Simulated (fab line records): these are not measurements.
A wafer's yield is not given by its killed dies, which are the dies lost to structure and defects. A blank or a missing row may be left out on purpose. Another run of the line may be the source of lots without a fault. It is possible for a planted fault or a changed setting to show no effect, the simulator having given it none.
The tool behind it: which one? / flow sky130 / 14 lots with 42 wafers sampled at 4 steps, on a route of 708 steps

== WHAT EACH GAUGE READ, for each wafer ==
SKY_POLY_GATE_THK_MEAS_01.
lot=L144; measured=day 13 23:04; on=film metro-03; POLY_GATE_CVD_00_THK (nm)=178.4 177.9 178.7
lot=L146; measured=day 14 12:28; on=film metro-04; POLY_GATE_CVD_00_THK (nm)=174.6 175.9 176.5
lot=L147; measured=day 15 05:37; on=film metro-01; POLY_GATE_CVD_00_THK (nm)=174.3 177.3 176.0
lot=L150; measured=day 16 05:38; on=film metro-03; POLY_GATE_CVD_00_THK (nm)=178.1 178.5 179.0
lot=L151; measured=day 16 15:09; on=film metro-01; POLY_GATE_CVD_00_THK (nm)=178.9 179.8 179.0
lot=L152; measured=day 16 20:31; on=film metro-04; POLY_GATE_CVD_00_THK (nm)=180.8 181.1 182.3
lot=L153; measured=day 17 02:47; on=film metro-04; POLY_GATE_CVD_00_THK (nm)=180.9 180.8 180.2
lot=L154; measured=day 17 11:32; on=film metro-01; POLY_GATE_CVD_00_THK (nm)=177.3 177.9 176.8
lot=L155; measured=day 17 23:32; on=film metro-01; POLY_GATE_CVD_00_THK (nm)=181.0 181.2 179.8
lot=L157; measured=day 18 12:19; on=film metro-04; POLY_GATE_CVD_00_THK (nm)=182.5 180.9 180.7
lot=L158; measured=day 18 18:39; on=film metro-03; POLY_GATE_CVD_00_THK (nm)=180.3 179.6 178.6
lot=L159; measured=day 19 06:06; on=film metro-01; POLY_GATE_CVD_00_THK (nm)=195.6 197.2 195.6 195.5 197.5 195.4
lot=L160; measured=day 19 09:25; on=film metro-03; POLY_GATE_CVD_00_THK (nm)=195.5 195.3 196.8 195.6 195.2 196.7
lot=L167; measured=day 22 01:05; on=film metro-03; POLY_GATE_CVD_00_THK (nm)=179.9 179.8 179.9

SKY_METAL1_THK_MEAS_06: measures by xrf.
lot=L144; measured=day 31 14:38; on=film metro-03; METAL1_ALCU_THK (nm)=252 250 251
lot=L146; measured=day 32 06:44; on=film metro-03; METAL1_ALCU_THK (nm)=254 248 252
lot=L147; measured=day 32 22:58; on=film metro-02; METAL1_ALCU_THK (nm)=248 251 247
lot=L150; measured=day 33 23:22; on=film metro-02; METAL1_ALCU_THK (nm)=247 251 250
lot=L151; measured=day 34 04:37; on=film metro-02; METAL1_ALCU_THK (nm)=248 245 248
lot=L152; measured=day 34 11:40; on=film metro-02; METAL1_ALCU_THK (nm)=253 251 251
lot=L153; measured=day 34 15:43; on=film metro-03; METAL1_ALCU_THK (nm)=249 249 246
lot=L154; measured=day 35 01:35; on=film metro-02; METAL1_ALCU_THK (nm)=251 250 246
lot=L155; measured=day 35 13:53; on=film metro-02; METAL1_ALCU_THK (nm)=247 247 250
lot=L157; measured=day 35 19:34; on=film metro-03; METAL1_ALCU_THK (nm)=251 250 248
lot=L158; measured=day 36 01:53; on=film metro-03; METAL1_ALCU_THK (nm)=245 250 247
lot=L159; measured=day 36 12:14; on=film metro-02; METAL1_ALCU_THK (nm)=249
lot=L160; measured=day 36 13:46; on=film metro-01; METAL1_ALCU_THK (nm)=247 244
lot=L167; measured=day 38 20:10; on=film metro-03; METAL1_ALCU_THK (nm)=257 253 253

== TOOL THAT RAN EACH LOT (tool first, then ch and the chambers of the sampled wafers, then the start) ==
lot=L144; SKY_POLY_GATE_CVD_00=lpcvd-01 ch 1, day 13 21:52; SKY_LOCAL_INTERCONNECT_STRIP_15=plasma asher-02 ch 0,1, day 30 08:10
lot=L146; SKY_POLY_GATE_CVD_00=lpcvd-01 ch 1, day 14 10:38; SKY_LOCAL_INTERCONNECT_STRIP_15=plasma asher-04 ch 0,1, day 31 00:23
lot=L147; SKY_POLY_GATE_CVD_00=lpcvd-01 ch 0, day 15 04:24; SKY_LOCAL_INTERCONNECT_STRIP_15=plasma asher-02 ch 0,1, day 31 16:36
lot=L150; SKY_POLY_GATE_CVD_00=lpcvd-01 ch 1, day 16 04:25; SKY_LOCAL_INTERCONNECT_STRIP_15=plasma asher-03 ch 0,1, day 32 17:34
lot=L151; SKY_POLY_GATE_CVD_00=lpcvd-01 ch 0, day 16 13:21; SKY_LOCAL_INTERCONNECT_STRIP_15=plasma asher-03 ch 0,1, day 32 23:12
lot=L152; SKY_POLY_GATE_CVD_00=lpcvd-01 ch 0, day 16 19:18; SKY_LOCAL_INTERCONNECT_STRIP_15=plasma asher-02 ch 0,1, day 33 06:18
lot=L153; SKY_POLY_GATE_CVD_00=lpcvd-01 ch 0, day 17 01:34; SKY_LOCAL_INTERCONNECT_STRIP_15=plasma asher-03 ch 0,1, day 33 10:44
lot=L154; SKY_POLY_GATE_CVD_00=lpcvd-01 ch 0, day 17 10:20; SKY_LOCAL_INTERCONNECT_STRIP_15=plasma asher-04 ch 0,1, day 33 21:00
lot=L155; SKY_POLY_GATE_CVD_00=lpcvd-01 ch 1, day 17 22:19; SKY_LOCAL_INTERCONNECT_STRIP_15=plasma asher-04 ch 0,1, day 34 09:17
lot=L157; SKY_POLY_GATE_CVD_00=lpcvd-01 ch 1, day 18 11:07; SKY_LOCAL_INTERCONNECT_STRIP_15=plasma asher-04 ch 0,1, day 34 14:42
lot=L158; SKY_POLY_GATE_CVD_00=lpcvd-01 ch 1, day 18 16:50; SKY_LOCAL_INTERCONNECT_STRIP_15=plasma asher-02 ch 0,1, day 34 20:31
lot=L159; SKY_POLY_GATE_CVD_00=lpcvd-01 ch 1, day 19 04:54; SKY_LOCAL_INTERCONNECT_STRIP_15=plasma asher-02 ch 0, day 35 07:17
lot=L160; SKY_POLY_GATE_CVD_00=lpcvd-01 ch 1, day 19 08:13; SKY_LOCAL_INTERCONNECT_STRIP_15=plasma asher-02 ch 0, day 35 08:32
lot=L167; SKY_POLY_GATE_CVD_00=lpcvd-01 ch 1, day 21 23:53; SKY_LOCAL_INTERCONNECT_STRIP_15=plasma asher-03 ch 0,1, day 37 15:38
- SKY_POLY_GATE_CVD_00: deposits poly-Si, target thk 180 nm, time 720 s.
- SKY_LOCAL_INTERCONNECT_STRIP_15: strips in O2/N2.

== WHAT THE TOOLS THEMSELVES READ (means of the sampled wafers that have a number; where no wafer has one, the mark that the record gives instead) ==
SKY_POLY_GATE_CVD_00.
lot=L144; tool=lpcvd-01; spike tc bottom C (C)=640.0; spike tc centre C (C)=620.3; spike tc lower C (C)=621.8; spike tc upper C (C)=620.0; susceptor temp C (C)=620.09; zone power bottom pct (%)=16.2; zone power lower pct (%)=8.99
lot=L146; tool=lpcvd-01; spike tc bottom C (C)=641.7; spike tc centre C (C)=620.6; spike tc lower C (C)=621.0; spike tc upper C (C)=620.6; susceptor temp C (C)=619.82; zone power bottom pct (%)=16.1; zone power lower pct (%)=9.13
lot=L147; tool=lpcvd-01; spike tc bottom C (C)=642.9; spike tc centre C (C)=620.0; spike tc lower C (C)=620.6; spike tc upper C (C)=620.4; susceptor temp C (C)=620.29; zone power bottom pct (%)=13.0; zone power lower pct (%)=8.70
lot=L150; tool=lpcvd-01; spike tc bottom C (C)=641.2; spike tc centre C (C)=621.4; spike tc lower C (C)=621.3; spike tc upper C (C)=620.5; susceptor temp C (C)=619.60; zone power bottom pct (%)=16.2; zone power lower pct (%)=9.00
lot=L151; tool=lpcvd-01; spike tc bottom C (C)=642.6; spike tc centre C (C)=620.3; spike tc lower C (C)=621.6; spike tc upper C (C)=620.1; susceptor temp C (C)=619.75; zone power bottom pct (%)=12.9; zone power lower pct (%)=8.73
lot=L152; tool=lpcvd-01; spike tc bottom C (C)=642.1; spike tc centre C (C)=619.6; spike tc lower C (C)=621.3; spike tc upper C (C)=620.1; susceptor temp C (C)=619.95; zone power bottom pct (%)=13.2; zone power lower pct (%)=8.77
lot=L153; tool=lpcvd-01; spike tc bottom C (C)=642.3; spike tc centre C (C)=620.6; spike tc lower C (C)=620.7; spike tc upper C (C)=620.8; susceptor temp C (C)=619.96; zone power bottom pct (%)=13.1; zone power lower pct (%)=8.71
lot=L154; tool=lpcvd-01; spike tc bottom C (C)=643.2; spike tc centre C (C)=620.3; spike tc lower C (C)=620.6; spike tc upper C (C)=619.9; susceptor temp C (C)=619.92; zone power bottom pct (%)=12.9; zone power lower pct (%)=8.65
lot=L155; tool=lpcvd-01; spike tc bottom C (C)=640.7; spike tc centre C (C)=620.0; spike tc lower C (C)=621.2; spike tc upper C (C)=621.0; susceptor temp C (C)=620.07; zone power bottom pct (%)=16.1; zone power lower pct (%)=9.00
lot=L157; tool=lpcvd-01; spike tc bottom C (C)=641.3; spike tc centre C (C)=620.9; spike tc lower C (C)=621.6; spike tc upper C (C)=620.5; susceptor temp C (C)=619.81; zone power bottom pct (%)=16.0; zone power lower pct (%)=9.01
lot=L158; tool=lpcvd-01; spike tc bottom C (C)=640.4; spike tc centre C (C)=619.7; spike tc lower C (C)=621.9; spike tc upper C (C)=621.2; susceptor temp C (C)=619.79; zone power bottom pct (%)=15.8; zone power lower pct (%)=9.06
lot=L159; tool=lpcvd-01; spike tc bottom C (C)=644.7; spike tc centre C (C)=624.6; spike tc lower C (C)=625.0; spike tc upper C (C)=624.3; susceptor temp C (C)=623.94; zone power bottom pct (%)=16.4; zone power lower pct (%)=9.18
lot=L160; tool=lpcvd-01; spike tc bottom C (C)=644.7; spike tc centre C (C)=623.4; spike tc lower C (C)=625.3; spike tc upper C (C)=624.3; susceptor temp C (C)=623.96; zone power bottom pct (%)=16.1; zone power lower pct (%)=9.15
lot=L167; tool=lpcvd-01; spike tc bottom C (C)=641.8; spike tc centre C (C)=619.3; spike tc lower C (C)=622.3; spike tc upper C (C)=620.2; susceptor temp C (C)=620.34; zone power bottom pct (%)=16.0; zone power lower pct (%)=9.09

SKY_LOCAL_INTERCONNECT_STRIP_15.
lot=L144; tool=plasma asher-02; chamber pressure mTorr (mTorr)=1501.8; drypump motor current A (A)=6.2; n2 flow sccm (sccm)=300.0; oes product au (a.u.)=0.427; strip time to endpoint s (s)=4.755
lot=L146; tool=plasma asher-04; chamber pressure mTorr (mTorr)=1500.4; drypump motor current A (A)=5.6; n2 flow sccm (sccm)=299.4; oes product au (a.u.)=0.422; strip time to endpoint s (s)=4.717
lot=L147; tool=plasma asher-02; chamber pressure mTorr (mTorr)=1498.8; drypump motor current A (A)=6.2; n2 flow sccm (sccm)=299.6; oes product au (a.u.)=0.431; strip time to endpoint s (s)=4.737
lot=L150; tool=plasma asher-03; chamber pressure mTorr (mTorr)=1500.9; drypump motor current A (A)=6.0; n2 flow sccm (sccm)=299.0; oes product au (a.u.)=0.425; strip time to endpoint s (s)=4.719
lot=L151; tool=plasma asher-03; chamber pressure mTorr (mTorr)=1500.5; drypump motor current A (A)=6.0; n2 flow sccm (sccm)=299.5; oes product au (a.u.)=0.427; strip time to endpoint s (s)=4.765
lot=L152; tool=plasma asher-02; chamber pressure mTorr (mTorr)=1500.2; drypump motor current A (A)=6.0; n2 flow sccm (sccm)=300.6; oes product au (a.u.)=0.429; strip time to endpoint s (s)=4.732
lot=L153; tool=plasma asher-03; chamber pressure mTorr (mTorr)=1500.4; drypump motor current A (A)=6.0; n2 flow sccm (sccm)=300.1; oes product au (a.u.)=0.425; strip time to endpoint s (s)=4.730
lot=L154; tool=plasma asher-04; chamber pressure mTorr (mTorr)=1499.1; drypump motor current A (A)=5.6; n2 flow sccm (sccm)=299.6; oes product au (a.u.)=0.425; strip time to endpoint s (s)=4.746
lot=L155; tool=plasma asher-04; chamber pressure mTorr (mTorr)=1500.0; drypump motor current A (A)=5.5; n2 flow sccm (sccm)=300.5; oes product au (a.u.)=0.425; strip time to endpoint s (s)=4.719
lot=L157; tool=plasma asher-04; chamber pressure mTorr (mTorr)=1498.7; drypump motor current A (A)=5.5; n2 flow sccm (sccm)=301.0; oes product au (a.u.)=0.427; strip time to endpoint s (s)=4.691
lot=L158; tool=plasma asher-02; chamber pressure mTorr (mTorr)=1499.2; drypump motor current A (A)=6.0; n2 flow sccm (sccm)=300.1; oes product au (a.u.)=0.424; strip time to endpoint s (s)=4.727
lot=L159; tool=plasma asher-02; chamber pressure mTorr (mTorr)=1499.2; drypump motor current A (A)=6.4; n2 flow sccm (sccm)=299.7; oes product au (a.u.)=0.421; strip time to endpoint s (s)=4.659
lot=L160; tool=plasma asher-02; chamber pressure mTorr (mTorr)=1499.5; drypump motor current A (A)=6.4; n2 flow sccm (sccm)=300.7; oes product au (a.u.)=0.423; strip time to endpoint s (s)=4.716
lot=L167; tool=plasma asher-03; chamber pressure mTorr (mTorr)=1500.1; drypump motor current A (A)=6.0; n2 flow sccm (sccm)=299.9; oes product au (a.u.)=0.428; strip time to endpoint s (s)=4.732

== THE ANSWER, worked out from the rows above alone ==
Rule: usual is defined by the lots themselves. Put in order of their means at a reading, lots are off if they are a third of the lots or fewer, leave a main group of 4 or more, and stand apart from it by a gap of 3 or more times the standard deviation of the main group's means; of several such gaps the widest counts. The tables above print the reading to a certain number of digits; a main group whose means all agree to those digits is not used. A lot without any number at a reading at which 4 lots or more have one is off too. Any other lot the step has rows for is counted as sound. First the gauges in route order, then the tools' own readings, where a lot's mean is used as printed above. The first step at which some lot is off is used, and at that step the reading that is off furthest; a lot without a number counts as furthest.
Off: at SKY_POLY_GATE_THK_MEAS_01 (POLY_GATE_CVD_00_THK), L159, L160. Mean 179.0 nm and standard deviation 1.9 in the main group.
A tool fits if, at a process step before that reading, it ran every lot that is off, and no sound lot after the first of them. The gauges at SKY_POLY_GATE_THK_MEAS_01 aren't tried: what is off there is off at SKY_POLY_GATE_CVD_00 too, on other tools, and a gauge's error can't cause that. Of those tried, none fits.

== WHAT THE SIMULATOR HAD PUT IN ==
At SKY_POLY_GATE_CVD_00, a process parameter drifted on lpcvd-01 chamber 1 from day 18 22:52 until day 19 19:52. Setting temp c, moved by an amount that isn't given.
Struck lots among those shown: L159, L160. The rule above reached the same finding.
